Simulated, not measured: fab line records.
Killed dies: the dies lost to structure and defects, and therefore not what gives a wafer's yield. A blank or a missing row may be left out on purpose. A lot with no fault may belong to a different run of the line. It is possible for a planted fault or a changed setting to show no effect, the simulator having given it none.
fab line records	flow sfq_line
[record] lots = 13	wafers = 39	last_day = 91
route steps=325 shown M4@161 I4@175 JJ@179 M5@204
lots untouched by any fault: they come from a run of this same line in which no faults occurred
start_h: hours from the record's opening day to when the first of the lot's shown wafers began	wait_h: hours from the lot's prior step to this one	" unchanged from the row above	L1.1+2: one row covering several wafers at once	- no value, or no start was given	* or withheld: withheld	< > ~ a bound
route shown NAME@n: NAME is a module with steps in the file, n the number in the route of the first one	usual: average and standard deviation across the fault-free wafers	same: alike in all rows	chamber/n: place in a boat	sites: readings site by site	_std_site: standard deviation across them	_edge_site: outer sites' mean less inner sites'	radius_mm: for every site, how far away it sits from the centre of the wafer	mask NAME#n: copy n	behind: tool/chamber where the wafer was last shaped	hold: reason for holding the lot/hours on hold/outcome of the hold	device: the transistor (n, p or np) that didn't switch	end of line: tests run on the same wafers once the route is complete	for a step that has no rows: nothing shown but its recipe	killed: not the wafer's yield, but the dies lost to structure and defects at the first sort	map: a wafer's dies, x killed, . not, _ none there
set.NAME: the run value of the setting; set.NAME@STEP: its run value at that earlier step	model.NAME: the simulator's own value behind a step, which no gauge read
a sample of lots followed through the steps of the route, with each step as a table and each wafer as a row
services: when a tool's chamber went out of use (start_h, in hours from the record's first day, below 0 if earlier), for how many hours, and the reason
[[steps]]
[step SFQ_TRILAYER_M4_STRIP_STRIP_097]
[recipe] gas = O2	power_w = 200	platen_temp_c = 40	overash_fraction = 0.65	chemistry = O2	pressure_mtorr = 50
[usual] chamber_pressure_mTorr = 49.99/0.049	drypump_motor_current_A = 5.4/0.46	he_backside_leak_sccm = 3.53/0.28	oes_product_au = 0.996/0.0083
lot.wafer	tool	chamber	start_h	wait_h	chamber_pressure_mTorr	drypump_motor_current_A	he_backside_leak_sccm	oes_product_au	rf_hours_counter_h
L466.2	rie_metal-01	0	1162.35	0.1	50.12	6.0	3.65	0.997	16
L466.4	"	0	"	"	50.04	6.0	3.55	0.994	-
L466.5	"	0	"	"	50.09	6.0	3.63	1.004	-
L468.1	rie_metal-02	1	1179.33	0.2	50.00	4.8	3.23	1.001	65
L468.2	"	1	"	"	50.02	4.9	3.16	0.989	-
L468.3	"	1	"	"	50.04	4.8	3.42	0.996	-
L469.1	rie_metal-01	0	1185.15	0.1	50.02	6.1	3.46	0.998	20
L469.4	"	0	"	"	50.07	6.0	3.64	0.988	-
L469.5	"	0	"	"	50.02	6.0	3.65	0.991	-
L471.1	rie_metal-02	0	1207.47	0.1	50.06	5.7	3.48	0.980	126
L471.3	"	1	"	"	49.99	4.8	3.29	1.000	-
L471.4	"	0	"	"	50.08	5.7	3.34	0.990	-
L473.2	rie_metal-01	1	1215.99	0.1	50.01	5.8	3.81	1.006	118
L473.4	"	1	"	"	50.02	5.8	3.37	0.999	-
L473.5	"	0	"	"	49.96	6.0	3.61	0.989	-
L474.1	rie_metal-02	1	1227.99	0.1	50.00	4.8	3.40	0.999	70
L474.4	"	0	"	"	50.04	5.7	3.35	0.986	-
L474.6	"	1	"	"	50.04	4.8	3.47	0.999	-
L475.1	rie_metal-01	1	1236.39	0.1	49.92	5.8	4.04	0.987	120
L475.3	"	1	"	"	50.10	5.8	3.83	0.996	-
L475.5	"	0	"	"	50.04	6.0	3.65	1.006	-
L476.1	rie_metal-04	1	1259.19	0.1	49.90	5.0	3.86	1.004	41
L476.5	"	0	"	"	49.93	5.4	3.14	0.987	-
L476.6	"	1	"	"	49.97	5.0	3.86	1.007	-
L482.2	rie_metal-01	0	1301.32	0.1	50.00	6.0	3.59	0.992	34
L482.4	"	1	"	"	50.14	5.8	4.13	1.001	-
L482.6	"	0	"	"	49.92	6.0	3.49	0.987	-
L484.2	rie_metal-02	0	1306.24	0.1	50.01	5.7	3.07	1.014	5
L484.4	"	0	"	"	49.94	5.7	3.23	1.001	-
L484.6	"	0	"	"	49.98	5.7	3.28	1.011	-
L485.3	rie_metal-04	1	1311.83	0.2	49.98	5.0	3.57	1.012	-
L485.5	"	0	"	"	49.94	5.4	3.13	0.980	-
L485.6	"	1	"	"	50.06	5.0	3.68	0.999	-
L487.1	rie_metal-01	0	1322.28	0.2	50.06	6.0	3.65	0.987	37
L487.2	"	0	"	"	49.95	6.0	3.53	0.991	-
L487.5	"	0	"	"	49.99	6.0	3.30	0.996	-
L488.2	rie_metal-01	0	1327.28	0.4	50.02	6.0	3.69	0.992	-
L488.3	"	0	"	"	49.97	6.0	3.81	0.985	-
L488.5	"	0	"	"	50.02	6.0	3.68	0.986	-
[step SFQ_TRILAYER_I4_VIA_ETCH_VIA_ETCH_106]
[recipe] target = SiO2	stop_on = Nb	mask_material = PR	taper_deg = 20	chemistry = CHF3	target_depth_nm = 260	source_w = 500	bias_w = 80	pressure_mtorr = 30	time_s = withheld
[usual] chamber_pressure_mTorr = 29.999/0.028	drypump_motor_current_A = 5.9/0.41	oes_product_au = 0.854/0.0057
lot.wafer	tool	chamber	start_h	wait_h	chamber_pressure_mTorr	drypump_motor_current_A	oes_product_au
L466.2	rie_diel-01	3	1169.84	0.0	30.011	6.1	0.850
L466.4	"	0	"	"	29.952	6.3	0.853
L466.5	"	3	"	"	29.988	6.1	0.848
L468.1	rie_diel-03	3	1187.43	0.0	29.998	5.7	0.863
L468.2	"	2	"	"	29.997	5.4	0.857
L468.3	"	0	"	"	29.978	6.4	0.859
L469.1	rie_diel-03	3	1192.77	0.0	30.009	5.8	0.876
L469.4	"	0	"	"	30.055	6.4	0.864
L469.5	"	0	"	"	30.014	6.4	0.846
L471.1	rie_diel-01	3	1351.13	0.0	29.973	6.1	0.862
L471.3	"	0	"	"	29.975	6.3	0.849
L471.4	"	2	"	"	29.954	5.9	0.863
L473.2	rie_diel-02	3	1361.69	0.0	29.979	6.0	0.860
L473.4	"	0	"	"	29.996	5.0	0.846
L473.5	"	2	"	"	30.044	6.5	0.856
L474.1	rie_diel-03	1	1372.49	0.0	30.049	6.0	0.854
L474.4	"	2	"	"	29.977	5.5	0.856
L474.6	"	3	"	"	29.993	5.8	0.864
L475.1	rie_diel-02	1	1381.01	0.0	30.016	5.7	0.861
L475.3	"	2	"	"	30.023	6.5	0.849
L475.5	"	1	"	"	30.009	5.7	0.854
L476.1	rie_diel-02	3	1402.61	0.0	30.024	6.0	0.858
L476.5	"	0	"	"	30.022	5.1	0.859
L476.6	"	3	"	"	29.983	6.0	0.864
L482.2	rie_diel-01	3	1438.61	0.0	30.010	6.1	0.855
L482.4	"	1	"	"	30.021	6.1	0.855
L482.6	"	3	"	"	30.024	6.1	0.854
L484.2	rie_diel-03	2	1444.61	0.0	30.038	5.4	0.858
L484.4	"	1	"	"	30.044	6.0	0.852
L484.6	"	0	"	"	29.979	6.4	0.849
L485.3	rie_diel-01	2	1448.21	0.0	29.989	5.9	0.856
L485.5	"	3	"	"	30.035	6.2	0.852
L485.6	"	2	"	"	29.998	5.9	0.862
L487.1	rie_diel-03	2	1455.41	0.0	30.009	5.4	0.847
L487.2	"	1	"	"	30.020	6.0	0.848
L487.5	"	1	"	"	30.025	6.0	0.846
L488.2	rie_diel-01	3	1459.01	0.0	29.974	6.1	0.862
L488.3	"	0	"	"	30.008	6.3	0.862
L488.5	"	3	"	"	30.050	6.1	0.849
[step SFQ_TRILAYER_JJ_TRILAYER_DEP_SPUTTER_109]
[recipe] material = Nb	base_pressure_pa = 1.33e-06	chamber_pressure_pa = 0.1333	substrate_temp_c = 20	target_thk_nm = 150	power_w = 2000	time_s = 100
[usual] throttle_valve_pct = 30.0/1.2
lot.wafer	tool	chamber	start_h	wait_h	throttle_valve_pct
L466.2	pvd_sputter-03	-	1171.36	0.0	28.5
L466.4	"	-	"	"	29.7
L466.5	"	-	"	"	28.5
L468.1	pvd_sputter-06	-	1188.35	0.0	31.0
L468.2	"	-	"	"	28.5
L468.3	"	-	"	"	30.7
L469.1	pvd_sputter-05	-	1193.69	0.0	31.4
L469.4	"	-	"	"	30.2
L469.5	"	-	"	"	31.9
L471.1	pvd_sputter-03	-	1352.04	0.0	28.7
L471.3	"	-	"	"	29.7
L471.4	"	-	"	"	28.0
L473.2	pvd_sputter-03	-	1362.60	0.0	28.8
L473.4	"	-	"	"	28.0
L473.5	"	-	"	"	30.6
L474.1	pvd_sputter-06	-	1373.40	0.0	30.9
L474.4	"	-	"	"	28.7
L474.6	"	-	"	"	30.9
L475.1	pvd_sputter-06	-	1381.93	0.0	31.0
L475.3	"	-	"	"	28.6
L475.5	"	-	"	"	28.7
L476.1	pvd_sputter-03	-	1403.54	0.0	28.1
L476.5	"	-	"	"	28.2
L476.6	"	-	"	"	30.7
L482.2	pvd_sputter-05	-	1439.53	0.0	31.9
L482.4	"	-	"	"	29.4
L482.6	"	-	"	"	31.0
L484.2	pvd_sputter-06	-	1445.53	0.0	31.0
L484.4	"	-	"	"	31.0
L484.6	"	-	"	"	31.1
L485.3	pvd_sputter-05	-	1449.13	0.0	31.3
L485.5	"	-	"	"	31.3
L485.6	"	-	"	"	30.2
L487.1	pvd_sputter-06	-	1456.34	0.0	30.8
L487.2	"	-	"	"	28.8
L487.5	"	-	"	"	28.9
L488.2	pvd_sputter-05	-	1459.93	0.0	32.0
L488.3	"	-	"	"	31.1
L488.5	"	-	"	"	30.3
[step SFQ_M5_OVL_MEAS_932]
[usual] M5_OVL = 0/4.3
lot.wafer	tool	chamber	start_h	wait_h	M5_OVL[nm]
L466.2	overlay-02	-	1317.71	0.1	7
L466.4	"	-	"	"	1
L466.5	"	-	"	"	2
L468.1	overlay-01	-	1345.44	0.1	-2
L468.2	"	-	"	"	-3
L468.3	"	-	"	"	1
L469.1	overlay-01	-	1347.84	0.1	8
L469.4	"	-	"	"	3
L469.5	"	-	"	"	2
L471.1	overlay-02	-	1490.55	0.1	-7
L471.3	"	-	"	"	-1
L471.4	"	-	"	"	2
L473.2	overlay-01	-	1503.76	0.1	-3
L473.4	"	-	"	"	1
L473.5	"	-	"	"	3
L474.1	overlay-01	-	1512.15	0.1	8
L474.4	"	-	"	"	9
L474.6	"	-	"	"	9
L475.1	overlay-01	-	1518.15	0.1	4
L475.3	"	-	"	"	0
L475.5	"	-	"	"	6
L476.1	overlay-02	-	1554.10	0.1	-4
L476.5	"	-	"	"	-1
L476.6	"	-	"	"	-3
L482.2	overlay-01	-	1677.30	0.1	1
L482.4	"	-	"	"	0
L482.6	"	-	"	"	-1
L484.2	overlay-01	-	1686.90	0.1	2
L484.4	"	-	"	"	-4
L484.6	"	-	"	"	0
L485.3	overlay-02	-	1692.91	0.1	3
L485.5	"	-	"	"	-3
L485.6	"	-	"	"	1
L487.1	overlay-02	-	1700.10	0.1	6
L487.2	"	-	"	"	-3
L487.5	"	-	"	"	0
L488.2	overlay-02	-	1701.30	0.1	6
L488.3	"	-	"	"	5
L488.5	"	-	"	"	7
[step SFQ_TRILAYER_M5_ETCH_METAL_ETCH_126]
[recipe] target = Nb	stop_on = SiO2	mask_material = PR	over_etch_frac = 0.15	time_s = 203.2	chemistry = Cl2/BCl3	target_depth_nm = 265	icp_w = 600	bias_w = 80	pressure_mtorr = 10
[usual] chamber_pressure_mTorr = 10.001/0.0086	drypump_motor_current_A = 5.5/0.48	he_backside_leak_sccm = 3.58/0.28	oes_product_au = 0.729/0.0063
[same] over_etch_frac = 0.15
lot.wafer	tool	chamber	start_h	wait_h	chamber_pressure_mTorr	drypump_motor_current_A	he_backside_leak_sccm	oes_product_au	rf_hours_counter_h
L466.2	rie_metal-03	0	1317.80	0.0	10.002	4.9	3.42	0.724	92
L466.4	"	0	"	"	10.015	4.9	3.35	0.724	-
L466.5	"	0	"	"	9.989	4.9	3.55	0.727	-
L468.1	rie_metal-04	0	1345.53	0.0	10.013	5.4	3.27	0.728	9
L468.2	"	1	"	"	10.018	4.9	3.68	0.729	56
L468.3	"	0	"	"	9.980	5.4	3.17	0.731	-
L469.1	rie_metal-04	1	1347.93	0.0	10.017	4.9	3.85	0.740	57
L469.4	"	1	"	"	9.990	4.9	3.71	0.733	-
L469.5	"	1	"	"	10.005	4.9	3.65	0.737	-
L471.1	rie_metal-03	0	1490.65	0.0	10.007	4.9	3.40	0.726	111
L471.3	"	1	"	"	9.996	6.2	3.79	0.730	-
L471.4	"	0	"	"	10.010	4.9	3.26	0.740	-
L473.2	rie_metal-03	0	1503.87	0.1	10.010	4.9	3.36	0.723	113
L473.4	"	1	"	"	9.999	6.2	3.57	0.721	-
L473.5	"	1	"	"	9.993	6.2	3.68	0.721	-
L474.1	rie_metal-03	1	1512.27	0.1	9.998	6.2	3.61	0.724	73
L474.4	"	1	"	"	10.005	6.2	3.56	0.739	-
L474.6	"	1	"	"	9.991	6.2	3.51	0.733	-
L475.1	rie_metal-04	1	1518.25	0.0	10.012	4.9	3.75	0.731	77
L475.3	"	1	"	"	10.004	5.0	3.72	0.727	-
L475.5	"	0	"	"	9.991	5.4	2.99	0.730	-
L476.1	rie_metal-04	1	1554.19	0.0	10.000	4.9	3.85	0.916	83
L476.5	"	0	"	"	9.994	5.4	3.23	0.915	-
L476.6	"	1	"	"	10.009	4.9	3.66	0.731	-
L482.2	rie_metal-01	0	1677.39	0.0	10.006	6.0	3.51	0.739	90
L482.4	"	1	"	"	10.018	5.8	3.69	0.733	-
L482.6	"	0	"	"	9.995	6.0	3.52	0.729	-
L484.2	rie_metal-01	0	1686.99	0.0	9.999	6.0	3.90	0.735	91
L484.4	"	1	"	"	9.994	5.8	4.11	0.730	-
L484.6	"	1	"	"	10.000	5.8	3.88	0.732	-
L485.3	rie_metal-04	0	1693.06	0.1	9.999	5.4	3.39	0.734	-
L485.5	"	0	"	"	9.996	5.4	3.25	0.732	-
L485.6	"	1	"	"	9.997	4.9	3.75	0.733	-
L487.1	rie_metal-01	0	1700.19	0.0	9.982	6.0	3.74	0.733	92
L487.2	"	1	"	"	10.004	5.8	3.80	0.729	50
L487.5	"	0	"	"	9.998	6.0	3.78	0.723	-
L488.2	rie_metal-04	1	1701.39	0.0	9.997	4.9	3.86	0.733	104
L488.3	"	1	"	"	10.000	4.9	3.75	0.725	-
L488.5	"	1	"	"	10.010	5.0	3.68	0.723	-
[[services]]
tool	chamber	start_h	hours	kind
rie_metal-04	0	1145.30	4.5	repair
rie_diel-03	0	1162.52	1.5	repair
rie_metal-01	1	1168.74	9.6	repair
rie_diel-01	1	1169.53	5.1	repair
pvd_sputter-06	-	1246.15	2.8	repair
pvd_sputter-06	-	1284.23	10.0	repair
rie_diel-01	3	1307.36	9.3	repair
rie_diel-03	2	1312.25	9.3	repair
rie_diel-03	0	1402.28	5.1	repair
rie_metal-04	1	1402.56	11.6	repair
pvd_sputter-06	-	1414.23	2.0	repair
rie_diel-03	-	1450.88	2.8	pm
rie_diel-03	3	1453.88	2.1	repair
rie_metal-04	-	1458.18	2.8	pm
rie_diel-01	1	1476.45	7.0	repair
pvd_sputter-06	-	1480.29	2.4	repair
rie_metal-04	-	1503.67	0.6	repair
rie_metal-01	-	1503.70	2.8	pm
rie_diel-03	1	1552.50	5.5	repair
rie_metal-01	0	1576.86	2.7	repair
pvd_sputter-06	-	1582.76	1.0	repair
pvd_sputter-06	-	1588.39	4.7	repair
rie_metal-04	-	1598.76	1.4	pm
rie_diel-01	-	1631.15	2.8	pm
[[key]]
[first_sign] step = SFQ_TRILAYER_M5_ETCH_METAL_ETCH_126	reading = oes_product_au	direction = up	sigmas = 30	usual = 0.729	struck = 0.916
effect none on later readings
met_at SFQ_TRILAYER_JJ_TRILAYER_DEP_SPUTTER_109
struck_lots L476
struck_wafers L476.1,L476.5
not_acting_at SFQ_TRILAYER_M4_STRIP_STRIP_097,SFQ_TRILAYER_I4_VIA_ETCH_VIA_ETCH_106,SFQ_M5_OVL_MEAS_932
onset_between 1362.60 1403.54
[fault] kind = process_parameter_drift	tool = pvd_sputter-03	chamber = -	onset_h = 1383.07	steps = SFQ_TRILAYER_JJ_TRILAYER_DEP_SPUTTER_109	channel = target_thk_nm	offset = 82.135	shape = step	end_h = 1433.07	acts_in = these_recipes_only	stated = 150	scope = struck_wafers_only
